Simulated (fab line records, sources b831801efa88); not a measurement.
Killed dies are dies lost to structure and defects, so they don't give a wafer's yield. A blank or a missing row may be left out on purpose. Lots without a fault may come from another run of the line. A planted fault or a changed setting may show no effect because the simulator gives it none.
A struck lot beside a sound one | flow sky130 | 43 steps out of a route of 708
Sound: wafers L136.1, L136.3, L136.4. Struck: wafers L127.2, L127.4, L127.6. The cause comes at the end.
At each step with rows: each side's tool, then ch and its chambers, then its first start. Under that, the readings that differ: sound wafers | struck wafers | difference of the means | sigmas: that difference in standard deviations of wafers without a fault.
alike: readings whose means differ by less than 2 such deviations, and words and numbers that are the same on both sides. not compared: withheld readings, readings that some wafer has no value for, bounds like >300 that may hide the same value, and numbers for which the record gives no deviation and whose values overlap.
The two part at a step that has a row with sigmas, a row that says differs or no value, or rows on one side only. Numbers that don't overlap but have no deviation are shown without sigmas and don't part them. A reading that every wafer of one side lacks parts them only if that side has two wafers or more.

first, 3 steps without rows for these wafers: SKY_SONOS_TUNNEL_EXPOSE_04 (exposes mask TUNM, target cd 410 nm); SKY_SONOS_TUNNEL_PEB_05; SKY_SONOS_TUNNEL_DEVELOP_06 (develop time 60 s).
SKY_SONOS_TUNNEL_CD_MEAS_07: target cd 410 nm.
  sound on cd_sem-02, day 16 11:58; struck on cd_sem-01, day 13 02:08
  alike: cd_nm
SKY_SONOS_TUNNEL_OVL_MEAS_08:
  sound on overlay-01, day 16 12:05; struck on overlay-01, day 13 02:15
  alike: SONOS_TUNNEL_OVL
then, 3 steps without rows for these wafers: SKY_SONOS_TUNNEL_IMPLANT_09; SKY_SONOS_TUNNEL_WET_ETCH_10 (etches SiO2 in dHF, target depth 14 nm, time 280 s); SKY_SONOS_TUNNEL_STRIP_11 (strips in SPM, time 600 s).
SKY_SONOS_TUNNEL_TW_MEAS_12:
  sound on film_metro-02, day 16 12:33; struck on film_metro-04, day 13 02:43
  alike: SONOS_TUNNEL_TW
then, 2 steps without rows for these wafers: SKY_SONOS_TUNNEL_CLEAN_13 (cleans in dHF, time 20 s); SKY_SONOS_ONO_OXIDATION_00 (stabilise 600 s, purge 300 s, target thk 2.6 nm).
SKY_SONOS_ONO_THK_MEAS_01:
  sound on film_metro-02, day 16 13:58; struck on film_metro-02, day 13 04:57
  alike: SONOS_ONO_OXIDATION_THK
SKY_SONOS_ONO_CVD_02: deposits Si3N4 from DCS/NH3, target thk 10.5 nm, time 180 s.
  sound on lpcvd-02 ch 0, day 16 15:10; struck on lpcvd-02 ch 1, day 13 06:12
  alike: susceptor_temp_C
SKY_SONOS_ONO_THK_MEAS_03:
  sound on film_metro-02, day 16 16:13; struck on film_metro-02, day 13 07:16
  alike: SONOS_ONO_CVD_02_THK
then, 1 step without rows for these wafers: SKY_SONOS_ONO_CVD_04 (deposits SiO2 from SiH4/N2O, target thk 5.7199 nm).
SKY_SONOS_ONO_THK_MEAS_05:
  sound on film_metro-02, day 16 17:32; struck on film_metro-03, day 13 08:34
  alike: SONOS_ONO_CVD_04_THK
then, 7 steps without rows for these wafers: SKY_SONOS_ONO_DEHYDRATE_06 (time 60 s); SKY_SONOS_ONO_HMDS_07 (prime time 60 s); SKY_SONOS_ONO_COAT_08 (resist thk 1159 nm); SKY_SONOS_ONO_SOFTBAKE_09 (time 60 s); SKY_SONOS_ONO_EXPOSE_10 (exposes mask ONOM, target cd 410 nm); SKY_SONOS_ONO_PEB_11; SKY_SONOS_ONO_DEVELOP_12 (develop time 60 s).
SKY_SONOS_ONO_CD_MEAS_13: target cd 410 nm.
  sound on cd_sem-01, day 17 23:10; struck on cd_sem-01, day 14 10:23
  alike: cd_nm
SKY_SONOS_ONO_OVL_MEAS_14:
  sound on overlay-02, day 17 23:17; struck on overlay-02, day 14 10:29
  alike: SONOS_ONO_OVL
SKY_SONOS_ONO_ETCH_15: etches the open film in CHF3/O2, target depth 19.52 nm, time 7.8 s.
  sound on rie_diel-03 ch 0,1,3, day 17 23:19; struck on rie_diel-03 ch 1,2,3, day 14 10:31
  alike: drypump_motor_current_A, oes_product_au, throttle_valve_pct
  not compared: rf_hours_counter_h
then, 1 step without rows for these wafers: SKY_SONOS_ONO_WET_ETCH_16 (etches SiO2 in dHF, target depth 14 nm, time 280 s).
SKY_SONOS_ONO_STRIP_17: strips in O2/N2.
  sound on plasma_asher-03 ch 0,1, day 17 23:26; struck on plasma_asher-03 ch 0,1, day 14 10:38
  reading                      | sound             | struck            | difference | sigmas
  strip_time_to_endpoint_s (s) | 14.35 14.37 14.33 | 14.32 14.25 14.25 | -0.08      | -2
  alike: drypump_motor_current_A, oes_product_au
  not compared: rf_hours_counter_h
then, 3 steps without rows for these wafers: SKY_SONOS_ONO_WET_ETCH_18 (etches Si3N4 in H3PO4, target depth 15 nm, time 172 s); SKY_GATE_OXIDE_CLEAN_00 (cleans in SC1/SC2, time 150 s); SKY_GATE_OXIDE_OXIDATION_01 (stabilise 600 s, purge 300 s, target thk 10.268 nm).
SKY_GATE_OXIDE_THK_MEAS_02:
  sound on film_metro-03, day 18 01:06; struck on film_metro-03, day 14 12:42
  reading                          | sound             | struck            | difference | sigmas
  GATE_OXIDE_OXIDATION_00_THK (nm) | 10.12 10.00 10.07 | 10.51 10.46 10.52 | +0.43      | +2
then, 7 steps without rows for these wafers: SKY_GATE_OXIDE_DEHYDRATE_03 (time 60 s); SKY_GATE_OXIDE_HMDS_04 (prime time 60 s); SKY_GATE_OXIDE_COAT_05 (resist thk 1140 nm); SKY_GATE_OXIDE_SOFTBAKE_06 (time 60 s); SKY_GATE_OXIDE_EXPOSE_07 (exposes mask LVOM, target cd 600 nm); SKY_GATE_OXIDE_PEB_08; SKY_GATE_OXIDE_DEVELOP_09 (develop time 60 s).
SKY_GATE_OXIDE_OVL_MEAS_10:
  sound on overlay-02, day 19 07:22; struck on overlay-01, day 15 15:34
  alike: GATE_OXIDE_OVL
then, 2 steps without rows for these wafers: SKY_GATE_OXIDE_IMPLANT_11; SKY_GATE_OXIDE_WET_ETCH_12 (etches SiO2 in dHF, target depth 16.8 nm, time 336 s).
-- the record jumps here: 32 days lie between the struck wafers' starts before and after (it left off in module GATE_OXIDE and takes up again in module PAD_OPEN, whose first step shown is number 708 of the route) --
SKY_PAD_OPEN_PROBE_99:
  the record has rows for the struck wafers here (prober-01, day 47 04:09) and none for the sound ones

WHERE THEY PART
First at SKY_SONOS_ONO_STRIP_17; last, within this record, at SKY_PAD_OPEN_PROBE_99.

WHY: what the simulator had put in
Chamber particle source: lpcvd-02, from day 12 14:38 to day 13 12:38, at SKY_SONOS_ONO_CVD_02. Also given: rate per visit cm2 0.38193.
